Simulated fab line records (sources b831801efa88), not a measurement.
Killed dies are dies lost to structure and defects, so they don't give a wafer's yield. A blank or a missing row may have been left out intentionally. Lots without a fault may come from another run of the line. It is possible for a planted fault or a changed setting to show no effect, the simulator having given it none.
Which tool was responsible? ; flow sky130 ; Sampling: 13 lots, 38 wafers, 2 of 708 route steps

WHAT EACH GAUGE READ, for each wafer
SKY_SONOS_TUNNEL_CD_MEAS_07: target cd 410 nm.
lot;measured;on;cdNm (nm)
L691;day 11 06:28;cdSem-01;409.6 408.2 407.7
L692;day 11 10:25;cdSem-02;407.9 408.9 408.6
L693;day 11 21:17;cdSem-01;406.4 408.4 407.3
L694;day 12 09:34;cdSem-02;408.9 408.4 408.1
L696;day 12 21:42;cdSem-01;395.4 412.5
L705;day 15 19:40;cdSem-02;404.3 402.3 403.9
L707;day 16 12:56;cdSem-02;411.5 410.8 409.9
L708;day 16 22:12;cdSem-01;409.1 409.1 408.0
L709;day 17 12:50;cdSem-02;415.0 412.7 414.3
L711;day 18 02:26;cdSem-01;411.8 410.6 410.4
L712;day 18 10:00;cdSem-01;408.7 410.5 409.6
L713;day 18 21:07;cdSem-02;408.4 409.2 407.4
L714;day 19 03:04;cdSem-02;407.9 403.5 407.3

WHAT TOOL EACH LOT RAN ON (gives the tool, then ch and the chambers of the sampled wafers, and finally the start)
lot;SKY_SONOS_TUNNEL_DEVELOP_06
L691;lithoTrack-02 ch 0, day 11 06:19
L692;lithoTrack-04 ch 0, day 11 10:16
L693;lithoTrack-01 ch 0, day 11 21:08
L694;lithoTrack-01 ch 0, day 12 09:25
L696;lithoTrack-04 ch 0, day 12 21:33
L705;lithoTrack-01 ch 0, day 15 19:31
L707;lithoTrack-04 ch 0, day 16 12:48
L708;lithoTrack-01 ch 0, day 16 22:04
L709;lithoTrack-02 ch 0, day 17 12:41
L711;lithoTrack-02 ch 0, day 18 02:17
L712;lithoTrack-04 ch 0, day 18 09:51
L713;lithoTrack-01 ch 0, day 18 20:58
L714;lithoTrack-04 ch 0, day 19 02:55
- SKY_SONOS_TUNNEL_DEVELOP_06: develop time 60 s.

AS READ BY THE TOOLS THEMSELVES (means over the sampled wafers that have a number; for cases with no such wafer, the mark the record gives instead)
The record holds no such reading with a usual standard deviation.

THE ANSWER, worked out from the rows above alone
Rule: the usual values come from the lots themselves. The widest of any qualifying gaps counts: lots, ordered by their means at a reading, are off when they make up no more than a third of the lots, leave a main group of 4 or more, and stand apart from it by 3 or more times the standard deviation of that group's means. If all means in a main group match to the digits the tables above print for the reading, that group is not used. Also off: a lot with no number at a reading for which 4 or more lots have one. Where the step has rows for the other lots, those lots are counted as sound. First the gauges in route order, then the tools' own readings, where a lot's mean is used as printed above. At the first step where some lot is off, the reading lying furthest off is the one used; lots without a number count as furthest.
Nothing can be told from this: no lot is off at any reading shown.

WHAT THE SIMULATOR PUT IN
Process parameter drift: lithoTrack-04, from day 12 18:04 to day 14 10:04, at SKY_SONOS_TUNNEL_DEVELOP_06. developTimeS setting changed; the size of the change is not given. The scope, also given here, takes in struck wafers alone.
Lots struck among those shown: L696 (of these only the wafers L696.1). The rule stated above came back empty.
